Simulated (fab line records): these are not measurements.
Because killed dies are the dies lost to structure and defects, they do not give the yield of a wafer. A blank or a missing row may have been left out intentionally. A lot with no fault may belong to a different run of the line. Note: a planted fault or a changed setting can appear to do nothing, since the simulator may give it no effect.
fab line records | flow gf180mcu
record lots=24 wafers=72 lastDay=34
route steps=602 shown M1@318 M3@424 V3@430 V5@557 TOP_METAL@571
lots that met no fault: taken from a fault-free run of the same line
startH: the number of hours between the record's first day and the start of the first shown wafer of the lot | waitH: hours elapsed since this lot's preceding step | " repeats the value in the row above | L1.1+2: several wafers, shown together as one row | - no value, or no start given | * or withheld: withheld | < > ~ a bound
route shown NAME@n: NAME is a module with steps in the file, n the number in the route of the first one | usual: the fault-free wafers' mean and standard deviation | same: alike in all rows | chamber/n: place in a boat | sites: the reading at each site | _std_site: the standard deviation of these | _edge_site: inner sites' mean taken away from outer sites' mean | radiusMm: how far each site lies from the wafer's centre | mask NAME#n: copy n | behind: the tool/chamber that last shaped the wafer | hold: reason for holding the lot/hours on hold/outcome of the hold | device: names the non-switching transistor (n, p or np) | end of line: the route-end tests of the same wafers | a step without rows: its recipe alone | killed: dies that structure and defects cost at the first sort, which is not the same as the wafer's yield | map: per-die view of a wafer (x killed, . not killed, _ where there is no die)
set.NAME: the setting the step ran with; set.NAME@STEP: the setting that earlier step ran with | model.NAME: the simulator's own value behind a step, which no gauge read
the route's steps for a sample of lots (tables are steps, rows are wafers)
services: when a tool's chamber went out of use (startH, in hours from the record's first day, below 0 if earlier), for how many hours, and the reason
## steps
# step GF_M1_SPUTTER_03
# recipe material=Ti targetThkNm=10 substrateTempC=300 chamberPressurePa=0.3 powerW=3000 timeS=6.7
# usual throttleValvePct=30.4/0.89
# columns lot.wafer tool chamber startH waitH throttleValvePct
L074.2 pvdSputter-03 - 362.37 0.0 30.4
L074.5 " - " " 30.9
L074.6 " - " " 30.3
L075.1 pvdSputter-02 - 373.88 0.0 30.0
L075.2 " - " " 31.5
L075.5 " - " " 31.4
L076.1 pvdSputter-04 - 378.32 0.0 30.4
L076.2 " - " " 29.6
L076.4 " - " " 28.9
L077.1 pvdSputter-04 - 389.93 0.0 29.6
L077.3 " - " " 30.3
L077.6 " - " " 29.6
L078.2 pvdSputter-03 - 394.14 0.0 30.7
L078.4 " - " " 30.3
L078.6 " - " " 30.1
L079.1 pvdSputter-03 - 405.87 0.0 30.2
L079.3 " - " " 30.8
L079.6 " - " " 31.1
L080.2 pvdSputter-02 - 420.43 0.0 29.1
L080.4 " - " " 31.5
L080.6 " - " " 31.8
L081.1 pvdSputter-02 - 424.81 0.0 30.0
L081.3 " - " " 31.5
L081.4 " - " " 28.7
L082.1 pvdSputter-03 - 436.72 0.0 31.0
L082.3 " - " " 30.4
L082.5 " - " " 30.2
L083.2 pvdSputter-03 - 442.75 0.0 30.5
L083.3 " - " " 31.0
L083.6 " - " " 30.4
L084.3 pvdSputter-02 - 453.89 0.0 31.5
L084.5 " - " " 31.4
L084.6 " - " " 31.8
L085.2 pvdSputter-02 - 462.02 0.0 31.8
L085.4 " - " " 31.8
L085.6 " - " " 29.7
L086.1 pvdSputter-04 - 474.81 0.0 28.8
L086.4 " - " " 30.5
L086.6 " - " " 30.3
L087.2 pvdSputter-04 - 487.76 0.0 30.7
L087.4 " - " " 29.6
L087.6 " - " " 30.1
L088.2 pvdSputter-02 - 499.20 0.0 29.9
L088.3 " - " " 29.3
L088.6 " - " " 31.7
L089.1 pvdSputter-04 - 505.11 0.0 28.9
L089.3 " - " " 30.3
L089.6 " - " " 30.4
L090.1 pvdSputter-02 - 509.54 0.0 29.9
L090.4 " - " " 31.7
L090.5 " - " " 30.0
L091.2 pvdSputter-04 - 514.31 0.0 29.9
L091.3 " - " " 29.8
L091.4 " - " " 30.5
L092.2 pvdSputter-04 - 528.15 0.0 30.3
L092.3 " - " " 29.4
L092.5 " - " " 30.3
L093.3 pvdSputter-02 - 531.40 0.0 31.7
L093.5 " - " " 29.6
L093.6 " - " " 31.5
L094.2 pvdSputter-03 - 540.21 0.0 31.0
L094.4 " - " " 30.2
L094.6 " - " " 31.1
L095.2 pvdSputter-02 - 544.56 0.0 31.3
L095.3 " - " " 31.5
L095.4 " - " " 29.9
L096.1 pvdSputter-02 - 547.01 0.0 29.9
L096.2 " - " " 31.4
L096.6 " - " " 29.0
L097.1 pvdSputter-02 - 557.55 0.0 29.2
L097.2 " - " " 30.0
L097.4 " - " " 31.7
# step GF_M3_OVL_MEAS_15
# usual M3_OVL=0/5.1
# columns lot.wafer tool chamber startH waitH M3_OVL[nm]
L074.2 overlay-02 - 488.17 0.1 2
L074.5 " - " " -2
L074.6 " - " " 1
L075.1 overlay-01 - 497.93 0.1 3
L075.2 " - " " -2
L075.5 " - " " 3
L076.1 overlay-01 - 502.93 0.1 -5
L076.2 " - " " -7
L076.4 " - " " -3
L077.1 overlay-02 - 515.48 0.1 -8
L077.3 " - " " -1
L077.6 " - " " -10
L078.2 overlay-02 - 519.99 0.1 -2
L078.4 " - " " -1
L078.6 " - " " 2
L079.1 overlay-02 - 531.63 0.1 5
L079.3 " - " " 1
L079.6 " - " " -6
L080.2 overlay-02 - 545.77 0.1 1
L080.4 " - " " -4
L080.6 " - " " 5
L081.1 overlay-02 - 549.72 0.1 6
L081.3 " - " " 4
L081.4 " - " " 5
L082.1 overlay-02 - 558.88 0.1 -3
L082.3 " - " " 3
L082.5 " - " " 2
L083.2 overlay-02 - 565.29 0.1 5
L083.3 " - " " -3
L083.6 " - " " 5
L084.3 overlay-02 - 576.74 0.1 7
L084.5 " - " " 2
L084.6 " - " " 4
L085.2 overlay-02 - 582.84 0.1 0
L085.4 " - " " -4
L085.6 " - " " -2
L086.1 overlay-02 - 595.39 0.1 -12
L086.4 " - " " -15
L086.6 " - " " -11
L087.2 overlay-02 - 607.09 0.1 3
L087.4 " - " " -3
L087.6 " - " " -3
L088.2 overlay-02 - 616.94 0.1 -3
L088.3 " - " " 3
L088.6 " - " " -1
L089.1 overlay-01 - 621.67 0.1 2
L089.3 " - " " 3
L089.6 " - " " 2
L090.1 overlay-01 - 626.09 0.1 -7
L090.4 " - " " 1
L090.5 " - " " -3
L091.2 overlay-02 - 629.49 0.1 5
L091.3 " - " " -1
L091.4 " - " " -2
L092.2 overlay-02 - 641.47 0.1 8
L092.3 " - " " 3
L092.5 " - " " 6
L093.3 overlay-02 - 645.44 0.1 -6
L093.5 " - " " -4
L093.6 " - " " -4
L094.2 overlay-02 - 652.99 0.1 7
L094.4 " - " " 3
L094.6 " - " " 7
L095.2 overlay-01 - 657.41 0.1 -4
L095.3 " - " " -9
L095.4 " - " " -13
L096.1 overlay-01 - 657.94 0.1 2
L096.2 " - " " 2
L096.6 " - " " 5
L097.1 overlay-01 - 668.23 0.1 -1
L097.2 " - " " 1
L097.4 " - " " -2
# step GF_V3_THK_MEAS_01
# recipe reads=SiO2_of_V3_CVD_00
# usual V3_CVD_00_THK=603/4.9
# columns lot.wafer tool chamber startH waitH V3_CVD_00_THK[nm]
L074.2 filmMetro-03 - 488.96 0.0 606
L074.5 " - " " 604
L074.6 " - " " 597
L075.1 filmMetro-01 - 498.80 0.0 602
L075.2 " - " " 601
L075.5 " - " " 606
L076.1 filmMetro-03 - 503.73 0.0 608
L076.2 " - " " 603
L076.4 " - " " 602
L077.1 filmMetro-02 - 516.75 0.0 599
L077.3 " - " " 607
L077.6 " - " " 599
L078.2 filmMetro-03 - 520.89 0.1 600
L078.4 " - " " 599
L078.6 " - " " 601
L079.1 filmMetro-01 - 532.42 0.0 598
L079.3 " - " " 596
L079.6 " - " " 600
L080.2 filmMetro-03 - 546.53 0.0 614
L080.4 " - " " 603
L080.6 " - " " 606
L081.1 filmMetro-01 - 550.47 0.0 604
L081.3 " - " " 604
L081.4 " - " " 606
L082.1 filmMetro-03 - 559.67 0.0 600
L082.3 " - " " 595
L082.5 " - " " 594
L083.2 filmMetro-01 - 566.08 0.0 600
L083.3 " - " " 608
L083.6 " - " " 607
L084.3 filmMetro-02 - 577.52 0.1 601
L084.5 " - " " 598
L084.6 " - " " 602
L085.2 filmMetro-02 - 583.63 0.0 608
L085.4 " - " " 607
L085.6 " - " " 607
L086.1 filmMetro-03 - 596.17 0.0 602
L086.4 " - " " 599
L086.6 " - " " 604
L087.2 filmMetro-03 - 607.89 0.0 609
L087.4 " - " " 603
L087.6 " - " " 616
L088.2 filmMetro-03 - 617.73 0.0 602
L088.3 " - " " 607
L088.6 " - " " 605
L089.1 filmMetro-03 - 622.45 0.0 600
L089.3 " - " " 603
L089.6 " - " " 606
L090.1 filmMetro-03 - 626.84 0.0 603
L090.4 " - " " 596
L090.5 " - " " 604
L091.2 filmMetro-02 - 630.28 0.0 612
L091.3 " - " " 606
L091.4 " - " " 611
L092.2 filmMetro-01 - 642.23 0.0 606
L092.3 " - " " 601
L092.5 " - " " 604
L093.3 filmMetro-03 - 646.21 0.1 607
L093.5 " - " " 610
L093.6 " - " " 615
L094.2 filmMetro-02 - 653.78 0.0 605
L094.4 " - " " 607
L094.6 " - " " 600
L095.2 filmMetro-02 - 658.17 0.0 605
L095.3 " - " " 603
L095.4 " - " " 607
L096.1 filmMetro-02 - 658.69 0.0 594
L096.2 " - " " 595
L096.6 " - " " 604
L097.1 filmMetro-02 - 668.99 0.0 612
L097.2 " - " " 599
L097.4 " - " " 601
# step GF_V5_ETCH_17
# recipe chemistry=C4F8/O2/Ar maskMaterial=KrF target=SiO2 stopOn=TiN sourceW=1500 biasW=1200 pressureMtorr=40 c4f8FlowSccm=withheld O2_flow_sccm=6 Ar_flow_sccm=300 timeS=withheld targetDepthA=8550
# usual oesProductAu=0.860/0.0048
# columns lot.wafer tool chamber startH waitH oesProductAu
L074.2 rieDiel-03 3 - - 0.860
L074.5 " 2 " " 0.863
L074.6 " 1 " " 0.866
L075.1 rieDiel-04 0 - - 0.859
L075.2 " 1 " " 0.861
L075.5 " 2 " " 0.868
L076.1 rieDiel-04 0 - - 0.864
L076.2 " 1 " " 0.858
L076.4 " 2 " " 0.874
L077.1 rieDiel-01 2 - - 0.866
L077.3 " 0 " " 0.865
L077.6 " 0 " " 0.862
L078.2 rieDiel-01 0 - - 0.863
L078.4 " 3 " " 0.864
L078.6 " 0 " " 0.870
L079.1 rieDiel-03 0 - - 0.859
L079.3 " 2 " " 0.855
L079.6 " 0 " " 0.868
L080.2 rieDiel-03 2 - - 0.863
L080.4 " 0 " " 0.858
L080.6 " 3 " " 0.863
L081.1 rieDiel-01 3 - - 0.861
L081.3 " 0 " " 0.862
L081.4 " 1 " " 0.861
L082.1 rieDiel-04 1 - - 0.856
L082.3 " 0 " " 0.852
L082.5 " 2 " " 0.861
L083.2 rieDiel-01 0 - - 0.858
L083.3 " 2 " " 0.859
L083.6 " 0 " " 0.864
L084.3 rieDiel-04 3 - - 0.861
L084.5 " 2 " " 0.861
L084.6 " 1 " " 0.859
L085.2 rieDiel-03 3 - - 0.864
L085.4 " 3 " " 0.862
L085.6 " 0 " " 0.854
L086.1 rieDiel-03 0 - - 0.862
L086.4 " 1 " " 0.863
L086.6 " 2 " " 0.860
L087.2 rieDiel-03 2 - - 0.855
L087.4 " 0 " " 0.853
L087.6 " 1 " " 0.858
L088.2 rieDiel-03 1 - - 0.855
L088.3 " 0 " " 0.861
L088.6 " 2 " " 0.860
L089.1 rieDiel-01 1 - - 0.855
L089.3 " 0 " " 0.859
L089.6 " 0 " " 0.869
L090.1 rieDiel-01 1 - - 0.863
L090.4 " 3 " " 0.861
L090.5 " 2 " " 0.859
L091.2 rieDiel-01 0 - - 0.859
L091.3 " 2 " " 0.860
L091.4 " 3 " " 0.864
L092.2 rieDiel-03 1 - - 0.862
L092.3 " 0 " " 0.860
L092.5 " 3 " " 0.857
L093.3 rieDiel-03 2 - - 0.855
L093.5 " 1 " " 0.863
L093.6 " 0 " " 0.860
L094.2 rieDiel-04 2 - - 0.864
L094.4 " 1 " " 0.862
L094.6 " 1 " " 0.860
L095.2 rieDiel-01 3 - - 0.867
L095.3 " 0 " " 0.848
L095.4 " 1 " " 0.869
L096.1 rieDiel-03 1 - - 0.859
L096.2 " 2 " " 0.862
L096.6 " 1 " " 0.862
L097.1 rieDiel-03 3 - - 0.860
L097.2 " 1 " " 0.862
L097.4 " 0 " " 0.865
# step GF_V5_SPUTTER_22
# recipe material=TiN targetThkNm=10 chamberPressurePa=5 powerW=4000 timeS=40
# usual throttleValvePct=30.7/0.8
# columns lot.wafer tool chamber startH waitH throttleValvePct
L074.2 pvdSputter-02 - 630.65 0.0 29.0
L074.5 " - " " 29.8
L074.6 " - " " 29.3
L075.1 pvdSputter-02 - 638.84 0.0 29.9
L075.2 " - " " 31.4
L075.5 " - " " 29.2
L076.1 pvdSputter-02 - 641.76 0.0 31.6
L076.2 " - " " 31.6
L076.4 " - " " 29.8
L077.1 pvdSputter-03 - 652.77 0.0 30.0
L077.3 " - " " 31.2
L077.6 " - " " 31.0
L078.2 pvdSputter-03 - 658.08 0.0 30.5
L078.4 " - " " 30.8
L078.6 " - " " 30.6
L079.1 pvdSputter-03 - 667.15 0.0 30.4
L079.3 " - " " 30.8
L079.6 " - " " 31.0
L080.2 pvdSputter-03 - 679.55 0.0 31.3
L080.4 " - " " 30.9
L080.6 " - " " 30.2
L081.1 pvdSputter-03 - 682.63 0.0 31.0
L081.3 " - " " 30.9
L081.4 " - " " 30.4
L082.1 pvdSputter-02 - 690.77 0.0 31.7
L082.3 " - " " 29.3
L082.5 " - " " 31.7
L083.2 pvdSputter-03 - 695.95 0.0 30.8
L083.3 " - " " 30.4
L083.6 " - " " 30.7
L084.3 pvdSputter-02 - 705.83 0.0 29.9
L084.5 " - " " 31.9
L084.6 " - " " 32.0
L085.2 pvdSputter-02 - 711.21 0.0 29.4
L085.4 " - " " 31.6
L085.6 " - " " 29.0
L086.1 pvdSputter-01 - 720.65 0.0 29.8
L086.4 " - " " 31.5
L086.6 " - " " 30.8
L087.2 pvdSputter-02 - 732.18 0.0 29.9
L087.4 " - " " 31.5
L087.6 " - " " 31.6
L088.2 pvdSputter-01 - 739.94 0.0 31.6
L088.3 " - " " 29.5
L088.6 " - " " 31.6
L089.1 pvdSputter-01 - 743.26 0.0 31.5
L089.3 " - " " 29.7
L089.6 " - " " 31.7
L090.1 pvdSputter-02 - 748.37 0.0 29.1
L090.4 " - " " 31.6
L090.5 " - " " 30.1
L091.2 pvdSputter-02 - 750.46 0.0 31.3
L091.3 " - " " 31.0
L091.4 " - " " 30.1
L092.2 pvdSputter-01 - 759.34 0.0 30.8
L092.3 " - " " 31.5
L092.5 " - " " 31.6
L093.3 pvdSputter-01 - 763.38 0.0 31.5
L093.5 " - " " 30.8
L093.6 " - " " 29.8
L094.2 pvdSputter-03 - 770.16 0.0 30.0
L094.4 " - " " 30.8
L094.6 " - " " 31.0
L095.2 pvdSputter-03 - 772.53 0.0 30.6
L095.3 " - " " 30.4
L095.4 " - " " 30.9
L096.1 pvdSputter-01 - 773.66 0.0 29.8
L096.2 " - " " 31.2
L096.6 " - " " 31.7
L097.1 pvdSputter-02 - 781.15 0.0 30.0
L097.2 " - " " 31.2
L097.4 " - " " 29.3
# step GF_TOP_METAL_SPUTTER_04
# recipe material=TiN targetThkNm=25 powerW=6500 timeS=20.8 chamberPressurePa=0.4
# usual throttleValvePct=30.4/0.96
# columns lot.wafer tool chamber startH waitH throttleValvePct
L074.2 pvdSputter-02 - 631.55 0.0 29.8
L074.5 " - " " 29.2
L074.6 " - " " 29.7
L075.1 pvdSputter-02 - 639.66 0.0 31.7
L075.2 " - " " 29.1
L075.5 " - " " 29.3
L076.1 pvdSputter-04 - 642.59 0.0 30.3
L076.2 " - " " 28.6
L076.4 " - " " 29.7
L077.1 pvdSputter-04 - 653.59 0.0 30.1
L077.3 " - " " 30.3
L077.6 " - " " 30.2
L078.2 pvdSputter-01 - 658.90 0.0 31.6
L078.4 " - " " 31.4
L078.6 " - " " 29.6
L079.1 pvdSputter-04 - 667.97 0.0 30.4
L079.3 " - " " 30.2
L079.6 " - " " 30.1
L080.2 pvdSputter-01 - 680.37 0.0 31.4
L080.4 " - " " 30.8
L080.6 " - " " 29.4
L081.1 pvdSputter-02 - 683.46 0.0 31.5
L081.3 " - " " 31.6
L081.4 " - " " 29.0
L082.1 pvdSputter-02 - 691.59 0.0 29.2
L082.3 " - " " 29.6
L082.5 " - " " 29.2
L083.2 pvdSputter-01 - 696.77 0.0 31.6
L083.3 " - " " 31.1
L083.6 " - " " 31.6
L084.3 pvdSputter-04 - 706.65 0.0 28.6
L084.5 " - " " 28.9
L084.6 " - " " 30.2
L085.2 pvdSputter-02 - 712.04 0.0 29.1
L085.4 " - " " 31.7
L085.6 " - " " 31.4
L086.1 pvdSputter-02 - 721.58 0.0 29.1
L086.4 " - " " 31.5
L086.6 " - " " 29.8
L087.2 pvdSputter-01 - 733.00 0.0 30.9
L087.4 " - " " 31.7
L087.6 " - " " 31.6
L088.2 pvdSputter-01 - 740.76 0.0 31.4
L088.3 " - " " 29.5
L088.6 " - " " 31.6
L089.1 pvdSputter-04 - 744.08 0.0 30.6
L089.3 " - " " 28.9
L089.6 " - " " 29.1
L090.1 pvdSputter-01 - 749.66 0.0 31.6
L090.4 " - " " 30.7
L090.5 " - " " 31.1
L091.2 pvdSputter-02 - 751.58 0.0 31.2
L091.3 " - " " 29.8
L091.4 " - " " 29.3
L092.2 pvdSputter-01 - 760.22 0.0 30.9
L092.3 " - " " 31.3
L092.5 " - " " 31.8
L093.3 pvdSputter-01 - 764.20 0.0 31.5
L093.5 " - " " 29.9
L093.6 " - " " 31.4
L094.2 pvdSputter-04 - 771.21 0.0 29.6
L094.4 " - " " 30.3
L094.6 " - " " 30.3
L095.2 pvdSputter-04 - 774.21 0.0 29.5
L095.3 " - " " 28.8
L095.4 " - " " 30.2
L096.1 pvdSputter-01 - 774.81 0.0 31.4
L096.2 " - " " 29.6
L096.6 " - " " 30.8
L097.1 pvdSputter-02 - 781.97 0.0 31.6
L097.2 " - " " 29.1
L097.4 " - " " 31.7
## services
# columns tool chamber startH hours kind
rieDiel-03 3 365.73 6.0 repair
pvdSputter-02 - 365.87 0.6 repair
pvdSputter-04 - 375.21 0.6 repair
pvdSputter-02 - 401.14 6.1 repair
pvdSputter-04 - 408.35 5.3 repair
rieDiel-01 0 429.05 2.5 repair
rieDiel-03 - 430.13 0.3 repair
pvdSputter-04 - 476.01 1.4 repair
pvdSputter-01 - 484.12 6.3 repair
rieDiel-03 2 489.41 7.5 repair
rieDiel-03 1 492.52 13.7 repair
pvdSputter-04 - 506.16 4.1 repair
pvdSputter-02 - 528.27 2.2 repair
pvdSputter-03 - 550.99 0.7 repair
pvdSputter-04 - 558.58 0.7 repair
rieDiel-01 1 567.61 1.7 repair
pvdSputter-04 - 625.58 2.8 repair
pvdSputter-04 - 637.99 2.0 repair
pvdSputter-04 - 657.92 4.0 repair
rieDiel-03 0 689.44 9.1 repair
rieDiel-03 2 690.59 5.4 repair
rieDiel-03 1 701.25 11.8 repair
rieDiel-03 2 721.52 5.0 repair
pvdSputter-02 - 758.17 1.7 repair
## key
fault none
